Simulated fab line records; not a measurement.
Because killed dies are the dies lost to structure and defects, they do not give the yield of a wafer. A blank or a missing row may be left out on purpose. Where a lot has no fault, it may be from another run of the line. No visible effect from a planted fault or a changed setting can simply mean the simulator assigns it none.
Problem report, 8D (eight disciplines) form, completed by code    flow sky130    the parts of the form that need people (team, actions taken, sign-off) are left out

1. THE PROBLEM
VIA3_W_RS at SKY_VIA3_RS_MEAS_22 reads a mean of 0.479 ohm/sq on 1 wafer of 1 lot; wafers without a fault read 0.294 ohm/sq with a standard deviation of 0.004. That puts it +46 standard deviations away from the usual mean.
The step: measures by four-point-probe.
The first sign was on wafer L980.4 at day 42 14:29, on film metro-03. The record has a number at this step for 29 wafers belonging to 10 lots. By rule, "out" or "out of limits" means more than 4 standard deviations away from the usual mean. All remaining wafers that have a number are taken as sound.

2. WHAT IT IS AND WHAT IT IS NOT
question                     is                 is not
which readings at this step  VIA3_W_RS          -
which lots                   L980               L973, L974, L975, L985, L988, L991, L993, L994, L995
which wafers of those lots   L980.4             L980.2
read on which gauges         film metro-03      film metro-02, film metro-04
when                         from day 42 14:29  up to then (10 sound wafers); but 18 sound wafers of L985, L988, L991, L993, L994, L995 came after

3. SUSPECTS, AND WHAT RULES EACH OUT
Counting: if a tool at a process step up to the reading ran every lot that is out, it stays a suspect. Sound lots after the first of them don't rule it out here, since some wafers of a struck lot are sound.
- the gauge at SKY_VIA3_RS_MEAS_22: ruled out. All the wafers that are out were read on film metro-03, but those of them that SKY_VIA3_CMP_24 has rows for are out there too, on other tools.
- cvd w-01 at SKY_VIA3_CVD_21 (deposits W, target thk 390 nm, time 117.31 s): kept. L980, the lot that is out, went through it at day 42 14:21; up to then, the latest sound lot through it was L975 at day 40 23:20.
- The sound lot-mates ran in chamber 0 of cvd w-01 at SKY_VIA3_CVD_21, but the wafers that are out ran in chamber 1.
Left after counting: cvd w-01 at SKY_VIA3_CVD_21.

4. THE CAUSE (what the simulator had put in)
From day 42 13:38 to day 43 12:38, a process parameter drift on cvd w-01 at SKY_VIA3_CVD_21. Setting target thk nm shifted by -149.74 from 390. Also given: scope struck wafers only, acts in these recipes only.
Only this tool survived the counting.

5. THE EFFECT CHAIN, in route order
Each row: a reading whose mean over the struck wafers that have a number lies more than 3 standard deviations from the usual. Only readings whose record carries a usual standard deviation are examined. hours: median over the lots of the time between each lot's start at the first step of this table that gives one and its start at this step. sigmas: the change, counted in usual standard deviations.
hours  step                   reading             usual         on struck wafers  change  sigmas
0      SKY_VIA3_RS_MEAS_22    VIA3_W_RS           0.294 ohm/sq  0.479             +0.185  +46
6      SKY_VIA3_THK_MEAS_23   VIA3_W_THK          395 nm        244               -151    -24
6      SKY_VIA3_CMP_24        time to endpoint s  94 s          58                -36     -10
6      SKY_METAL4_SPUTTER_04  throttle valve pct  30.1 %        27.0              -3.1    -3.8
Its process steps:
- SKY_VIA3_CMP_24: polishes, stops on SiO2, t overpolish 20 s, target thk 0 nm.
- SKY_METAL4_SPUTTER_04: material TiN, target thk 70 nm, time 58.3 s.

6. WHAT WOULD HAVE CAUGHT IT SOONER
In this record the first reading out of limits at a measuring or inspecting step was taken at day 42 14:29, 1 hour after the fault began at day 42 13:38.
Of the tool readings at SKY_VIA3_CVD_21 for which the record gives a usual standard deviation, none was out on any struck wafer, so an alarm limit of 4 standard deviations on them would not have fired.
Lots out: 1; all had begun SKY_VIA3_CVD_21 on cvd w-01 by day 42 14:29. None of them would have been spared by holding the tool at that moment.
